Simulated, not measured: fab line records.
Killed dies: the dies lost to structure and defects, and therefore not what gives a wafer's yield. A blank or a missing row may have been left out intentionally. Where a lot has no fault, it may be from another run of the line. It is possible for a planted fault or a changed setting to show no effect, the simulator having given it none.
Struck lot and sound lot, side by side || flow sky130 || 15 steps out of a route of 708
Sound: these wafers, L290.3, L290.4, L290.5. Wafers L303.1, L303.3, L303.4 were the ones struck. At the end, the cause is stated.
Each step with rows lists, per side, the tool, then ch with its chambers, then its first start. Under that, the readings that differ: sound wafers || struck wafers || difference of the means || sigmas: that difference in standard deviations of wafers without a fault.
alike: a reading whose means differ by less than 2 such deviations, as well as words and numbers matching on both sides. not compared: withheld readings; readings where some wafer has no value; bounds like >300 that might hide an equal value; numbers whose values overlap and for which the record gives no deviation.
The two part at a step that has a row with sigmas, a row that says differs or no value, or rows on one side only. Numbers that don't overlap but have no deviation are shown without sigmas and don't part them. A reading that every wafer of one side lacks parts them only if that side has two wafers or more.

SKY_POLY_GATE_CD_MEAS_22:
  struck on cd_sem-01, day 23 04:01; sound on cd_sem-02, day 17 01:17
  alike: cd_nm
then, 7 steps without rows for these wafers: SKY_LDD_N_DEHYDRATE_00 (time 60 s); SKY_LDD_N_HMDS_01 (prime time 60 s); SKY_LDD_N_COAT_02 (resist thk 300 nm); SKY_LDD_N_SOFTBAKE_03 (time 60 s); SKY_LDD_N_EXPOSE_04 (exposes mask NTM, target cd 840 nm); SKY_LDD_N_PEB_05; SKY_LDD_N_DEVELOP_06 (develop time 60 s).
SKY_LDD_N_OVL_MEAS_07:
  struck on overlay-02, day 24 10:55; sound on overlay-01, day 18 06:37
{"reading": "LDD_N_OVL (nm)", "sound": "0.7 -0.6 0.1", "struck": "4.1 3.6 3.0", "difference": "+3.5", "sigmas": "+2"}
then, 3 steps without rows for these wafers: SKY_LDD_N_IMPLANT_08; SKY_LDD_N_IMPLANT_09; SKY_LDD_N_IMPLANT_10.
SKY_LDD_N_IMPLANT_11:
  sound on implanter-04 ch 0, day 18 07:08; struck on implanter-03 ch 0, day 24 11:24
{"reading": "dose_ions_cm2", "sound": "7.497e+13 7.496e+13 7.493e+13", "struck": "7.231e+13 7.206e+13 7.204e+13", "difference": -2.817e+12, "sigmas": -38}
next, for these wafers, 1 step has no rows: SKY_LDD_N_IMPLANT_12.
-- a jump in the record: the struck wafers' starts before and after are 25 days apart (it breaks off in module LDD_N and resumes in module PAD_OPEN, where the first step shown is number 708 of the route) --
SKY_PAD_OPEN_PROBE_99:
  struck on prober-01, day 49 20:10; sound on prober-02, day 46 01:16
  alike: killed_at_M0_to_M3, killed_at_M4_up, killed_at_contacts, killed_at_front_end, killed_at_other, killed_dies, killed_open, killed_short

## WHERE THEY PART
First at SKY_LDD_N_OVL_MEAS_07; last, within this record, at SKY_LDD_N_IMPLANT_11. Later steps at which nothing parts them and some readings are alike: SKY_PAD_OPEN_PROBE_99.

WHY: what had been put in by the simulator
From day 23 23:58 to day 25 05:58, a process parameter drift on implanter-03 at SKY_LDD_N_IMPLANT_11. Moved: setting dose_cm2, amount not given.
